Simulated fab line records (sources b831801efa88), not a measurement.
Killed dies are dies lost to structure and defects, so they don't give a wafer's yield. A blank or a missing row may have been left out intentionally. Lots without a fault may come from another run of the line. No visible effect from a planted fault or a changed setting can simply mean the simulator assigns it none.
Split-lot experiment | flow gf180mcu | on a route of 602 steps: 5 lots, 23 wafers read

## THE SPLIT ITSELF
At GF_STI_OXIDATION_01 (stabilise 600 s, purge 300 s, target thk 10 nm), the setting ox time s was moved away from the recipe's 1418 s on 15 of the 23 wafers read, by -12.3% to +10.2%. All remaining wafers had this setting at the recipe value.

The file shows no step between the split and the reading.

## THE READING
STI_OXIDATION_THK in nanometres, read at GF_STI_THK_MEAS_02. Typical for fault-free wafers on this fab line: 10.07 nm, with standard deviation 0.12 nm.

wafer  | tool, chamber at the split | ox time s as run, s | against the recipe | STI_OXIDATION_THK, nm | against lot-mates on the recipe
L075.1 | -, -                       | 1563                | +10.2%             | 10.92                 | no lot-mate on the recipe
L075.2 | -, -                       | 1563                | +10.2%             | 10.82                 | no lot-mate on the recipe
L075.3 | -, -                       | 1563                | +10.2%             | 10.75                 | no lot-mate on the recipe
L075.4 | -, -                       | 1563                | +10.2%             | 10.67                 | no lot-mate on the recipe
L075.5 | -, -                       | 1563                | +10.2%             | 10.93                 | no lot-mate on the recipe
L076.2 | -, -                       | 1418                | recipe             | 10.08                 | -
L076.3 | -, -                       | 1418                | recipe             | 10.20                 | -
L076.4 | -, -                       | 1418                | recipe             | 10.09                 | -
L076.5 | -, -                       | 1418                | recipe             | 10.18                 | -
L076.6 | -, -                       | 1418                | recipe             | 10.14                 | -
L082.1 | -, -                       | 1243                | -12.3%             | 9.49                  | no lot-mate on the recipe
L082.2 | -, -                       | 1243                | -12.3%             | 9.09                  | no lot-mate on the recipe
L082.4 | -, -                       | 1243                | -12.3%             | 9.26                  | no lot-mate on the recipe
L082.5 | -, -                       | 1243                | -12.3%             | 9.21                  | no lot-mate on the recipe
L082.6 | -, -                       | 1243                | -12.3%             | 9.37                  | no lot-mate on the recipe
L083.1 | -, -                       | 1563                | +10.2%             | 10.80                 | no lot-mate on the recipe
L083.2 | -, -                       | 1563                | +10.2%             | 10.85                 | no lot-mate on the recipe
L083.3 | -, -                       | 1563                | +10.2%             | 10.88                 | no lot-mate on the recipe
L083.4 | -, -                       | 1563                | +10.2%             | 10.81                 | no lot-mate on the recipe
L083.6 | -, -                       | 1563                | +10.2%             | 10.87                 | no lot-mate on the recipe
L084.2 | furnace-02, 0              | 1418                | recipe             | 10.00                 | -
L084.3 | furnace-02, 0              | 1418                | recipe             | 10.13                 | -
L084.5 | furnace-02, 0              | 1418                | recipe             | 10.13                 | -

FIT RESULTS
A straight line over all 23 wafers: STI_OXIDATION_THK changes by +0.0686 nm for each +1% of ox time s; r = +0.99; the points scatter about the line by 0.092 nm.
Too few moved wafers have a lot-mate on the recipe to fit a line with each lot's own level taken away.

## THE WHOLE CHAIN: every reading that the file lists as answering this split, in the file's order
step                | what it does                                   | reading                                                                          | change (the file's fit)                | r (the file's)
GF_STI_OXIDATION_01 | stabilise 600 s, purge 300 s, target thk 10 nm | SiO2_of_STI_OXIDATION_01.thk nm (the simulator's own value, which no gauge read) | +0.0685 nm for each +1% of the setting | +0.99
GF_STI_THK_MEAS_02  |                                                | STI_OXIDATION_THK                                                                | +0.0686 for each +1% of the setting    | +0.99

## FILE'S OWN FIT
STI_OXIDATION_THK changes by +0.0686 nm for each +1% of ox time s, r = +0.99.
